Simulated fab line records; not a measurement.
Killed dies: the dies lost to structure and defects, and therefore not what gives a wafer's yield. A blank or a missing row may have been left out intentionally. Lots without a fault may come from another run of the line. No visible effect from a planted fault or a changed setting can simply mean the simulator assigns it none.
fab line records | flow sky130
record: lots: 6 | wafers: 18 | last_day: 49
route steps=708 shown LI_CONTACT@371 LOCAL_INTERCONNECT@387 PAD_OPEN@708
lots untouched by any fault: they come from a run of this same line in which no faults occurred
start_h: the number of hours between the record's first day and the start of the first shown wafer of the lot | wait_h: time in hours since the lot's previous step | " identical to the entry in the row above | L1.1+2: a row that stands for several wafers | - no value, or no start given | * or withheld: withheld | < > ~ a bound
route shown NAME@n: names a module that has steps shown in the file, with the first one's number in the route | usual: mean/standard deviation of fault-free wafers | same: alike in all rows | chamber/n: place in a boat | sites: each site's reading | _std_site: the values' standard deviation | _edge_site: inner sites' mean taken away from outer sites' mean | radius_mm: how far each site lies from the wafer's centre | mask NAME#n: copy n | behind: the tool/chamber that last shaped the wafer | hold: the reason the lot was held/the length of the hold in hours/how it ended | device: whichever transistor did not switch (one of n, p or np) | end of line: the route-end tests of the same wafers | a step given without rows: its recipe and nothing more | killed: count of dies lost to structure and defects at first sort (not the wafer's yield) | map: the dies of a wafer, with x for killed, . for not killed, _ for no die there
set.NAME: the setting the step ran with; set.NAME@STEP: the setting that earlier step ran with | model.NAME: the simulator's own value behind a step, which no gauge read
certain route steps with their lots: each step a table, each wafer a row
services: from which hour (start_h, from the record's first day; less than 0 if before it) a tool's chamber was out of use, for how many hours, and why
== steps ==
step: SKY_LI_CONTACT_EXPOSE_09
recipe: mask_id: LICM1 | na: 0.8 | source_shape: annular | sigma_inner: 0.55 | sigma_outer: 0.85 | target_cd_nm: 170 | dose_mj: 38
step: SKY_LI_CONTACT_PEB_10
recipe: peb_temp_c: withheld | peb_time_s: withheld | resist: KrF-thick
step: SKY_LI_CONTACT_DEVELOP_11
recipe: develop_time_s: 60 | resist: KrF-thick | dev_temp_c: 21
step: SKY_LI_CONTACT_CD_MEAS_12
recipe: target_cd_nm: 170
usual: cd_nm: 170.2/1.3
lot.wafer | tool      | chamber | start_h | wait_h | cd_nm
L121.1    | cd_sem-02 | -       | 664.99  | -      | 169.3
L121.3    | "         | -       | "       | "      | 169.3
L121.6    | "         | -       | "       | "      | 168.5
L122.1    | cd_sem-01 | -       | 682.10  | -      | 172.8
L122.4    | "         | -       | "       | "      | 172.0
L122.6    | "         | -       | "       | "      | 170.9
L129.1    | cd_sem-02 | -       | 743.19  | -      | 169.8
L129.5    | "         | -       | "       | "      | 169.6
L129.6    | "         | -       | "       | "      | 168.7
L130.2    | cd_sem-01 | -       | 755.01  | -      | 169.8
L130.3    | "         | -       | "       | "      | 168.1
L130.6    | "         | -       | "       | "      | 168.8
L138.1    | cd_sem-01 | -       | 804.52  | -      | 168.6
L138.3    | "         | -       | "       | "      | 168.3
L138.5    | "         | -       | "       | "      | 169.0
L140.4    | cd_sem-01 | -       | 820.76  | -      | 167.9
L140.5    | "         | -       | "       | "      | 169.2
L140.6    | "         | -       | "       | "      | 169.9
step: SKY_LI_CONTACT_OVL_MEAS_13
usual: LI_CONTACT_OVL: 1/5
lot.wafer | tool       | chamber | start_h | wait_h | LI_CONTACT_OVL[nm]
L121.1    | overlay-01 | -       | 665.11  | 0.1    | -3
L121.3    | "          | -       | "       | "      | -1
L121.6    | "          | -       | "       | "      | -10
L122.1    | overlay-02 | -       | 682.22  | 0.1    | -6
L122.4    | "          | -       | "       | "      | 2
L122.6    | "          | -       | "       | "      | -3
L129.1    | overlay-02 | -       | 743.31  | 0.1    | 3
L129.5    | "          | -       | "       | "      | 0
L129.6    | "          | -       | "       | "      | -8
L130.2    | overlay-02 | -       | 755.11  | 0.1    | -1
L130.3    | "          | -       | "       | "      | -2
L130.6    | "          | -       | "       | "      | -5
L138.1    | overlay-01 | -       | 804.64  | 0.1    | -1
L138.3    | "          | -       | "       | "      | 1
L138.5    | "          | -       | "       | "      | 5
L140.4    | overlay-02 | -       | 820.84  | 0.1    | 8
L140.5    | "          | -       | "       | "      | 8
L140.6    | "          | -       | "       | "      | 3
step: SKY_LI_CONTACT_ETCH_14
recipe: chemistry: N2/H2 | target: BARC | ion_energy_ev: 200 | source_w: 500 | bias_w: 100 | pressure_mtorr: 30 | n2_flow_sccm: 100 | h2_flow_sccm: 200 | stop_on: SiO2 | time_s: 45.9 | target_depth_a: 600
usual: chamber_pressure_mTorr: 30.003/0.028 | drypump_motor_current_A: 5.7/0.41 | oes_product_au: 0.854/0.005 | throttle_valve_pct: 13.225/0.0094
same: time_s: 45.9
lot.wafer | tool        | chamber | start_h | wait_h | chamber_pressure_mTorr | drypump_motor_current_A | oes_product_au | rf_hours_counter_h | throttle_valve_pct
L121.1    | rie_diel-04 | 1       | 665.14  | 0.0    | 30.014                 | 5.8                     | 0.852          | 21                 | 13.218
L121.3    | "           | 3       | "       | "      | 30.019                 | 5.6                     | 0.855          | 33                 | 13.227
L121.6    | "           | 1       | "       | "      | 30.003                 | 5.8                     | 0.846          | -                  | 13.225
L122.1    | rie_diel-03 | 3       | 682.26  | 0.0    | 30.005                 | 6.4                     | 0.854          | 2                  | 13.211
L122.4    | "           | 1       | "       | "      | 30.051                 | 5.9                     | 0.859          | 3                  | 13.212
L122.6    | "           | 0       | "       | "      | 29.972                 | 6.4                     | 0.852          | -                  | 13.233
L129.1    | rie_diel-01 | 1       | 743.34  | 0.0    | 30.062                 | 5.9                     | 0.854          | 6                  | 13.235
L129.5    | "           | 1       | "       | "      | 30.036                 | 5.9                     | 0.849          | -                  | 13.218
L129.6    | "           | 2       | "       | "      | 30.025                 | 6.0                     | 0.860          | -                  | 13.235
L130.2    | rie_diel-03 | 0       | 755.14  | 0.0    | 29.989                 | 6.4                     | 0.858          | 8                  | 13.233
L130.3    | "           | 1       | "       | "      | 30.034                 | 5.9                     | 0.857          | 5                  | 13.220
L130.6    | "           | 2       | "       | "      | 30.003                 | 5.0                     | 0.846          | -                  | 13.223
L138.1    | rie_diel-03 | 0       | 804.68  | 0.0    | 30.023                 | 6.4                     | 0.851          | 9                  | 13.233
L138.3    | "           | 1       | "       | "      | 29.976                 | 5.9                     | 0.859          | 6                  | 13.220
L138.5    | "           | 1       | "       | "      | 29.984                 | 5.9                     | 0.850          | -                  | 13.224
L140.4    | rie_diel-01 | 3       | 820.86  | 0.0    | 30.031                 | 5.7                     | 0.852          | 9                  | 13.222
L140.5    | "           | 3       | "       | "      | 30.006                 | 5.7                     | 0.861          | -                  | 13.224
L140.6    | "           | 2       | "       | "      | 29.984                 | 6.0                     | 0.863          | -                  | 13.224
step: SKY_LI_CONTACT_ETCH_15
recipe: target: PSG | chemistry: C4F8/O2/Ar | stop_on: Si | taper_deg: 4.15 | mask_material: KrF-thick | source_w: 1500 | bias_w: 1200 | pressure_mtorr: 40 | c4f8_flow_sccm: withheld | O2_flow_sccm: 6 | Ar_flow_sccm: 300 | time_s: withheld | target_depth_a: 6000
step: SKY_LI_CONTACT_STRIP_16
recipe: chemistry: O2/N2 | power_w: 1400 | pressure_mtorr: 1500 | platen_temp_c: withheld | o2_flow_sccm: 3000 | n2_flow_sccm: 300 | overash_fraction: 0.5
usual: chamber_pressure_mTorr: 1499.9/1.4 | drypump_motor_current_A: 5.9/0.5 | oes_product_au: 0.375/0.0044 | strip_time_to_endpoint_s: 3.485/0.026
same: overash_fraction: 0.5
lot.wafer | tool            | chamber | start_h | wait_h | chamber_pressure_mTorr | drypump_motor_current_A | oes_product_au | rf_hours_counter_h | strip_time_to_endpoint_s
L121.1    | plasma_asher-03 | 0       | 665.27  | -      | 1499.0                 | 6.3                     | 0.374          | 86                 | 3.495
L121.3    | "               | 1       | "       | "      | 1498.3                 | 5.3                     | 0.373          | -                  | 3.527
L121.6    | "               | 1       | "       | "      | 1498.5                 | 5.3                     | 0.376          | -                  | 3.525
L122.1    | plasma_asher-04 | 0       | 682.38  | -      | 1499.8                 | 6.4                     | 0.378          | 105                | 3.458
L122.4    | "               | 1       | "       | "      | 1501.0                 | 6.5                     | 0.380          | -                  | 3.505
L122.6    | "               | 0       | "       | "      | 1501.9                 | 6.4                     | 0.368          | -                  | 3.467
L129.1    | plasma_asher-02 | 0       | 743.47  | -      | 1500.9                 | 5.4                     | 0.381          | 53                 | 3.493
L129.5    | "               | 0       | "       | "      | 1498.5                 | 5.4                     | 0.375          | -                  | 3.501
L129.6    | "               | 1       | "       | "      | 1499.6                 | 5.6                     | 0.374          | -                  | 3.526
L130.2    | plasma_asher-04 | 1       | 755.27  | -      | 1499.3                 | 6.5                     | 0.375          | 1                  | 3.469
L130.3    | "               | 0       | "       | "      | 1502.7                 | 6.4                     | 0.372          | -                  | 3.497
L130.6    | "               | 0       | "       | "      | 1500.2                 | 6.4                     | 0.378          | -                  | 3.461
L138.1    | plasma_asher-04 | 0       | 804.80  | -      | 1499.8                 | 6.4                     | 0.377          | 6                  | 3.488
L138.3    | "               | 1       | "       | "      | 1499.1                 | 6.5                     | 0.382          | -                  | 3.512
L138.5    | "               | 0       | "       | "      | 1499.7                 | 6.4                     | 0.383          | -                  | 3.508
L140.4    | plasma_asher-02 | 1       | 821.02  | -      | 1499.4                 | 5.7                     | 0.369          | -                  | 3.504
L140.5    | "               | 1       | "       | "      | 1500.1                 | 5.7                     | 0.372          | -                  | 3.516
L140.6    | "               | 0       | "       | "      | 1499.0                 | 5.4                     | 0.375          | -                  | 3.520
step: SKY_LI_CONTACT_CLEAN_17
recipe: chemistry: NMP | time_s: 600 | temp_c: 60 | dry: n2_spin
step: SKY_LI_CONTACT_PRE_CLEAN_18
recipe: gas: Ar | time_s: 5.6 | bias_v: 358
step: SKY_LI_CONTACT_SPUTTER_19
recipe: material: Ti | target_thk_nm: 20 | chamber_pressure_pa: 5 | power_w: 2500 | substrate_temp_c: 200 | time_s: 106.37
usual: throttle_valve_pct: 30.0/1
same: time_s: 106.37
lot.wafer | tool           | chamber | start_h | wait_h | throttle_valve_pct
L121.1    | pvd_sputter-02 | -       | 665.57  | 0.0    | 29.1
L121.3    | "              | -       | "       | "      | 29.7
L121.6    | "              | -       | "       | "      | 29.0
L122.1    | pvd_sputter-01 | -       | 682.68  | 0.0    | 30.3
L122.4    | "              | -       | "       | "      | 30.8
L122.6    | "              | -       | "       | "      | 32.0
L129.1    | pvd_sputter-03 | -       | 743.77  | 0.0    | 29.5
L129.5    | "              | -       | "       | "      | 30.9
L129.6    | "              | -       | "       | "      | 29.2
L130.2    | pvd_sputter-01 | -       | 755.60  | 0.0    | 31.7
L130.3    | "              | -       | "       | "      | 28.9
L130.6    | "              | -       | "       | "      | 28.6
L138.1    | pvd_sputter-03 | -       | 805.10  | 0.0    | 31.5
L138.3    | "              | -       | "       | "      | 29.5
L138.5    | "              | -       | "       | "      | 29.5
L140.4    | pvd_sputter-03 | -       | 821.30  | 0.0    | 29.4
L140.5    | "              | -       | "       | "      | 31.4
L140.6    | "              | -       | "       | "      | 29.6
step: SKY_LI_CONTACT_SPUTTER_20
recipe: material: TiN | target_thk_nm: 20 | chamber_pressure_pa: 5 | power_w: 4000 | time_s: 80
usual: throttle_valve_pct: 30.0/1
same: time_s: 80
lot.wafer | tool           | chamber | start_h | wait_h | throttle_valve_pct
L121.1    | pvd_sputter-02 | -       | 665.64  | 0.0    | 29.2
L121.3    | "              | -       | "       | "      | 29.5
L121.6    | "              | -       | "       | "      | 29.2
L122.1    | pvd_sputter-01 | -       | 682.75  | 0.0    | 30.3
L122.4    | "              | -       | "       | "      | 30.3
L122.6    | "              | -       | "       | "      | 31.7
L129.1    | pvd_sputter-03 | -       | 743.84  | 0.0    | 29.3
L129.5    | "              | -       | "       | "      | 31.0
L129.6    | "              | -       | "       | "      | 29.6
L130.2    | pvd_sputter-01 | -       | 755.68  | 0.0    | 31.6
L130.3    | "              | -       | "       | "      | 29.2
L130.6    | "              | -       | "       | "      | 29.1
L138.1    | pvd_sputter-03 | -       | 805.18  | 0.0    | 31.6
L138.3    | "              | -       | "       | "      | 29.6
L138.5    | "              | -       | "       | "      | 29.7
L140.4    | pvd_sputter-03 | -       | 821.37  | 0.0    | 29.4
L140.5    | "              | -       | "       | "      | 31.4
L140.6    | "              | -       | "       | "      | 29.2
step: SKY_LI_CONTACT_CVD_21
recipe: material: W | target_thk_nm: 400 | time_s: 120.56 | temp_c: 403.5 | pressure_torr: 40
usual: heater_power_w: 852/91
lot.wafer | tool     | chamber | start_h | wait_h | heater_power_w | model.W_of_LI_CONTACT_CVD_21.thk_nm
L121.1    | cvd_w-01 | 1       | 665.70  | 0.0    | 824            | 422.6
L121.3    | "        | 1       | "       | "      | 822            | 420.8
L121.6    | "        | 1       | "       | "      | 814            | 421.9
L122.1    | cvd_w-02 | 1       | 682.82  | 0.0    | 743            | 423.1
L122.4    | "        | 0       | "       | "      | 975            | 419.9
L122.6    | "        | 1       | "       | "      | 738            | 418
L129.1    | cvd_w-02 | 0       | 743.90  | 0.0    | 984            | 492.6
L129.5    | "        | 1       | "       | "      | 761            | 494.8
L129.6    | "        | 0       | "       | "      | 998            | 490.7
L130.2    | cvd_w-02 | 1       | 755.74  | 0.0    | 747            | 484.6
L130.3    | "        | 0       | "       | "      | 976            | 485.8
L130.6    | "        | 0       | "       | "      | 986            | 486.7
L138.1    | cvd_w-01 | 1       | 805.24  | 0.0    | 830            | 425.7
L138.3    | "        | 1       | "       | "      | 837            | 426.2
L138.5    | "        | 1       | "       | "      | 806            | 426.9
L140.4    | cvd_w-01 | 0       | 821.47  | 0.1    | 836            | 419
L140.5    | "        | 1       | "       | "      | 839            | 418.2
L140.6    | "        | 0       | "       | "      | 845            | 419.3
step: SKY_LI_CONTACT_RS_MEAS_22
recipe: thk_meas_gauge: four-point-probe | reads: W_of_LI_CONTACT_CVD_21+TiN_of_LI_CONTACT_SPUTTER_20+Ti_of_LI_CONTACT_SPUTTER_19
usual: LI_CONTACT_W_RS: 0.2686/0.0026
lot.wafer | tool          | chamber | start_h | wait_h | LI_CONTACT_W_RS[ohm/sq]
L121.1    | film_metro-01 | -       | 665.83  | 0.1    | 0.2695
L121.3    | "             | -       | "       | "      | 0.2701
L121.6    | "             | -       | "       | "      | 0.2694
L122.1    | film_metro-01 | -       | 682.94  | 0.1    | 0.2687
L122.4    | "             | -       | "       | "      | 0.2709
L122.6    | "             | -       | "       | "      | 0.2730
L129.1    | film_metro-01 | -       | 744.03  | 0.1    | 0.2312
L129.5    | "             | -       | "       | "      | 0.2303
L129.6    | "             | -       | "       | "      | 0.2327
L130.2    | film_metro-02 | -       | 755.88  | 0.1    | 0.2351
L130.3    | "             | -       | "       | "      | 0.2344
L130.6    | "             | -       | "       | "      | 0.2334
L138.1    | film_metro-01 | -       | 805.36  | 0.1    | 0.2677
L138.3    | "             | -       | "       | "      | 0.2678
L138.5    | "             | -       | "       | "      | 0.2673
L140.4    | film_metro-01 | -       | 821.62  | 0.1    | 0.2721
L140.5    | "             | -       | "       | "      | 0.2727
L140.6    | "             | -       | "       | "      | 0.2715
step: SKY_LI_CONTACT_THK_MEAS_23
recipe: thk_meas_gauge: xrf | reads: W_of_LI_CONTACT_CVD_21
usual: LI_CONTACT_W_THK: 424/7.5
lot.wafer | tool          | chamber | start_h | wait_h | LI_CONTACT_W_THK[nm]
L121.1    | film_metro-01 | -       | 665.95  | 0.1    | 425
L121.3    | "             | -       | "       | "      | 425
L121.6    | "             | -       | "       | "      | 427
L122.1    | film_metro-01 | -       | 683.06  | 0.1    | 426
L122.4    | "             | -       | "       | "      | 422
L122.6    | "             | -       | "       | "      | 420
L129.1    | film_metro-01 | -       | 744.15  | 0.1    | 503
L129.5    | "             | -       | "       | "      | 510
L129.6    | "             | -       | "       | "      | 503
L130.2    | film_metro-02 | -       | 755.99  | 0.1    | 471
L130.3    | "             | -       | "       | "      | 468
L130.6    | "             | -       | "       | "      | 468
L138.1    | film_metro-01 | -       | 805.48  | 0.1    | 422
L138.3    | "             | -       | "       | "      | 425
L138.5    | "             | -       | "       | "      | 428
L140.4    | film_metro-01 | -       | 821.71  | 0.1    | 423
L140.5    | "             | -       | "       | "      | 421
L140.6    | "             | -       | "       | "      | 425
step: SKY_LI_CONTACT_CMP_24
recipe: stop_on: PSG | t_overpolish_s: 20 | down_force_psi: 3.5 | platen_rpm: 60 | target_thk_nm: 0 | pad_velocity_m_s: 0.94248
usual: motor_current_A: 11.4/0.85 | platen_rpm: 60.00/0.035 | slurry_filter_dp_kPa: 13.48/0.13 | time_to_endpoint_s: 103/3.2
lot.wafer | tool   | chamber | start_h | wait_h | motor_current_A | platen_rpm | slurry_filter_dp_kPa | time_to_endpoint_s
L121.3    | cmp-01 | 1       | 666.01  | 0.0    | 12.1            | 59.98      | 13.42                | 100
L121.1    | "      | 0       | "       | "      | 12.8            | 60.02      | 13.40                | 99
L121.6    | "      | 1       | "       | "      | 12.3            | 59.99      | 13.55                | 97
L122.1    | cmp-02 | 2       | 683.12  | 0.1    | 10.7            | 59.98      | 13.50                | 108
L122.4    | "      | 1       | "       | "      | 10.3            | 60.01      | 13.50                | 104
L122.6    | "      | 2       | "       | "      | 11.2            | 59.97      | 13.38                | 107
L129.1    | cmp-01 | 1       | 744.26  | 0.1    | 11.7            | 60.01      | 13.35                | 114
L129.6    | "      | 0       | "       | "      | 12.5            | 60.01      | 13.44                | 116
L129.5    | "      | 1       | "       | "      | 12.9            | 60.02      | 13.39                | 113
L130.3    | cmp-02 | 2       | 756.04  | 0.0    | 10.9            | 60.03      | 13.42                | 115
L130.2    | "      | 3       | "       | "      | 11.7            | 60.05      | 13.53                | 116
L130.6    | "      | 2       | "       | "      | 11.3            | 59.98      | 13.44                | 110
L138.1    | cmp-02 | 3       | 805.59  | 0.1    | 12.1            | 60.05      | 13.68                | 104
L138.3    | "      | 0       | "       | "      | 10.9            | 60.00      | 13.60                | 102
L138.5    | "      | 2       | "       | "      | 11.3            | 60.00      | 13.69                | 105
L140.4    | cmp-01 | 0       | 821.84  | 0.1    | 12.2            | 60.01      | 13.32                | 99
L140.5    | "      | 2       | "       | "      | 10.0            | 60.01      | 13.45                | 103
L140.6    | "      | 3       | "       | "      | 11.2            | 59.93      | 13.46                | 100
step: SKY_LOCAL_INTERCONNECT_SPUTTER_00
recipe: material: TiN | target_thk_nm: 100 | temp_c: 300 | power_w: 6500 | time_s: 83.3 | chamber_pressure_pa: 0.4
usual: throttle_valve_pct: 30.2/0.95
same: time_s: 83.3
lot.wafer | tool           | chamber | start_h | wait_h | throttle_valve_pct
L121.1    | pvd_sputter-04 | -       | 666.31  | 0.1    | 30.9
L121.3    | "              | -       | "       | "      | 30.9
L121.6    | "              | -       | "       | "      | 30.3
L122.1    | pvd_sputter-04 | -       | 683.42  | 0.2    | 30.9
L122.4    | "              | -       | "       | "      | 31.1
L122.6    | "              | -       | "       | "      | 30.9
L129.1    | pvd_sputter-04 | -       | 744.51  | 0.2    | 30.9
L129.5    | "              | -       | "       | "      | 31.0
L129.6    | "              | -       | "       | "      | 31.0
L130.2    | pvd_sputter-02 | -       | 756.34  | 0.2    | 28.0
L130.3    | "              | -       | "       | "      | 30.4
L130.6    | "              | -       | "       | "      | 29.6
L138.1    | pvd_sputter-02 | -       | 805.84  | 0.2    | 28.4
L138.3    | "              | -       | "       | "      | 29.4
L138.5    | "              | -       | "       | "      | 29.3
L140.4    | pvd_sputter-01 | -       | 822.07  | 0.2    | 28.9
L140.5    | "              | -       | "       | "      | 31.8
L140.6    | "              | -       | "       | "      | 30.1
step: SKY_PAD_OPEN_PROBE_99
usual: killed_at_M0_to_M3: 43/6.5 | killed_at_M4_up: 3.2/1.8 | killed_at_contacts: 24/5 | killed_at_front_end: 15/4.1 | killed_at_other: 0.3/0.54 | killed_dies: 85/9.3 | killed_open: 47/7.2 | killed_short: 39/5.9
same: gross_dies: 492 | killed_at_back_side: 0
lot.wafer | tool      | chamber | start_h | wait_h | killed_at_M0_to_M3 | killed_at_M4_up | killed_at_contacts | killed_at_front_end | killed_at_other | killed_dies | killed_open | killed_short
L122.1    | prober-01 | -       | 1083.56 | 0.1    | 47                 | 1               | 24                 | 19                  | 0               | 91          | 45          | 45
L122.4    | prober-01 | -       | 1083.71 | 0.2    | 39                 | 8               | 27                 | 24                  | 0               | 98          | 58          | 40
L122.6    | prober-01 | -       | 1083.81 | 0.2    | 43                 | 2               | 17                 | 20                  | 0               | 82          | 42          | 40
L129.1    | prober-02 | -       | 1126.15 | 0.1    | 52                 | 3               | 18                 | 12                  | 1               | 86          | 47          | 39
L129.5    | prober-02 | -       | 1126.35 | 0.2    | 44                 | 4               | 22                 | 14                  | 1               | 85          | 48          | 37
L129.6    | prober-02 | -       | 1126.40 | 0.2    | 39                 | 3               | 15                 | 11                  | 1               | 69          | 42          | 26
L130.2    | prober-01 | -       | 1134.25 | 0.1    | 46                 | 3               | 23                 | 22                  | 0               | 94          | 56          | 37
L130.3    | prober-01 | -       | 1134.30 | 0.2    | 51                 | 1               | 29                 | 16                  | 0               | 97          | 53          | 42
L130.6    | prober-01 | -       | 1134.45 | 0.2    | 45                 | 2               | 25                 | 10                  | 0               | 82          | 50          | 32
killed by level:class
L122.1 VIA1:geometric_particle:open=14 CONTACT:geometric_particle:open=8 VIA3:geometric_particle:open=8 LOCAL_INTERCONNECT:geometric_particle:short=7 METAL2:geometric_particle:short=6 VIA2:geometric_particle:short=5 FIELD_ISO:geometric_particle:short=4 POLY_GATE:geometric_particle:short=4
L122.4 CONTACT:geometric_particle:open=9 VIA1:geometric_particle:open=9 LI_CONTACT:geometric_particle:open=8 FIELD_ISO:geometric_particle:open=7 VIA3:geometric_particle:open=6 METAL2:geometric_particle:short=6 POLY_GATE:geometric_particle:open=5 METAL4:geometric_particle:short=5
L122.6 VIA2:geometric_particle:open=10 FIELD_ISO:geometric_particle:short=9 CONTACT:geometric_particle:open=6 METAL1:geometric_particle:short=6 VIA1:geometric_particle:open=6 FIELD_ISO:geometric_particle:open=5 METAL2:geometric_particle:short=5 LOCAL_INTERCONNECT:geometric_particle:short=4
L129.1 VIA1:geometric_particle:open=13 CONTACT:geometric_particle:open=10 VIA1:geometric_particle:short=7 VIA2:geometric_particle:open=7 METAL2:geometric_particle:short=5 VIA3:geometric_particle:open=5 CONTACT:geometric_particle:short=4 METAL1:geometric_particle:short=4
L129.5 VIA1:geometric_particle:open=9 METAL2:geometric_particle:short=8 VIA3:geometric_particle:open=7 LI_CONTACT:geometric_particle:open=7 CONTACT:geometric_particle:open=6 VIA2:geometric_particle:open=6 FIELD_ISO:geometric_particle:open=5 VIA1:geometric_particle:short=5
L129.6 VIA1:geometric_particle:open=13 CONTACT:geometric_particle:short=6 VIA2:geometric_particle:open=6 VIA1:geometric_particle:short=5 VIA3:geometric_particle:open=5 CONTACT:geometric_particle:open=4 POLY_GATE:geometric_particle:open=3 METAL2:geometric_particle:short=3
L130.2 CONTACT:geometric_particle:open=10 VIA1:geometric_particle:open=10 VIA2:geometric_particle:open=8 FIELD_ISO:geometric_particle:open=7 VIA3:geometric_particle:open=7 POLY_GATE:geometric_particle:open=5 LOCAL_INTERCONNECT:geometric_particle:short=5 VIA2:geometric_particle:short=5
L130.3 LI_CONTACT:geometric_particle:open=11 VIA1:geometric_particle:open=10 CONTACT:geometric_particle:open=10 METAL2:geometric_particle:short=9 METAL1:geometric_particle:short=7 VIA3:geometric_particle:open=7 LOCAL_INTERCONNECT:geometric_particle:short=5 FIELD_ISO:geometric_particle:short=4
L130.6 CONTACT:geometric_particle:open=11 VIA1:geometric_particle:open=11 METAL1:geometric_particle:short=7 LI_CONTACT:geometric_particle:open=6 VIA2:geometric_particle:open=6 FIELD_ISO:geometric_particle:open=5 CONTACT:geometric_particle:short=5 VIA3:geometric_particle:open=5
== services ==
tool            | chamber | start_h | hours | kind
pvd_sputter-02  | -       | 645.58  | 0.9   | repair
cmp-02          | -       | 650.27  | 10.9  | pm
pvd_sputter-04  | -       | 653.75  | 1.5   | repair
pvd_sputter-03  | -       | 655.87  | 1.9   | repair
cmp-02          | -       | 661.83  | 1.6   | repair
plasma_asher-04 | -       | 673.51  | 0.4   | repair
rie_diel-03     | 3       | 696.28  | 5.6   | repair
cvd_w-01        | 0       | 700.98  | 26.5  | repair
cmp-01          | -       | 723.49  | 4.1   | pm
rie_diel-03     | 1       | 727.14  | 2.3   | repair
rie_diel-03     | 3       | 728.91  | 12.7  | repair
plasma_asher-04 | -       | 733.75  | 9.0   | pm
pvd_sputter-02  | -       | 741.70  | 4.7   | repair
cmp-01          | -       | 745.26  | 4.0   | pm
cmp-02          | -       | 766.65  | 3.1   | repair
cvd_w-02        | -       | 769.81  | 6.9   | pm
rie_diel-03     | -       | 770.88  | 0.5   | repair
pvd_sputter-01  | -       | 775.36  | 1.7   | repair
rie_diel-03     | 1       | 776.43  | 6.7   | repair
cmp-01          | -       | 787.43  | 3.0   | repair
pvd_sputter-02  | -       | 789.61  | 2.8   | repair
cmp-02          | -       | 801.57  | 0.9   | repair
pvd_sputter-01  | -       | 801.59  | 0.9   | repair
pvd_sputter-04  | -       | 808.97  | 1.4   | repair
== key ==
first_sign: step: SKY_LI_CONTACT_RS_MEAS_22 | reading: LI_CONTACT_W_RS | direction: down | sigmas: 14 | usual: 0.2686 | struck: 0.2328
effect: step: SKY_LI_CONTACT_THK_MEAS_23 | reading: LI_CONTACT_W_THK | direction: up | sigmas: 8.5 | usual: 424 | struck: 487
effect: step: SKY_LI_CONTACT_CMP_24 | reading: time_to_endpoint_s | direction: up | sigmas: 3.6 | usual: * | struck: *
model_effect: step: SKY_LI_CONTACT_CVD_21 | value: W_of_LI_CONTACT_CVD_21.thk_nm | without: 426.9 | struck: 489.2
met_at SKY_LI_CONTACT_CVD_21
struck_wafers L129.1,L129.5,L129.6,L130.2,L130.3,L130.6
tester_left_out L129,L130
onset_between 682.82 743.90
fault: kind: process_parameter_drift | tool: cvd_w-02 | chamber: - | onset_h: 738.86 | steps: SKY_LI_CONTACT_CVD_21 | channel: target_thk_nm | offset: 58.766 | shape: step | end_h: 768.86 | acts_in: these_recipes_only | stated: 400
tester_left_out: of these lots the tester's yield and bins aren't shown, on N5 and GAA mostly nor the transistor test; their killed dies are dies lost to structure and defects alone, not to doping, threshold or leakage, so they don't give the yield
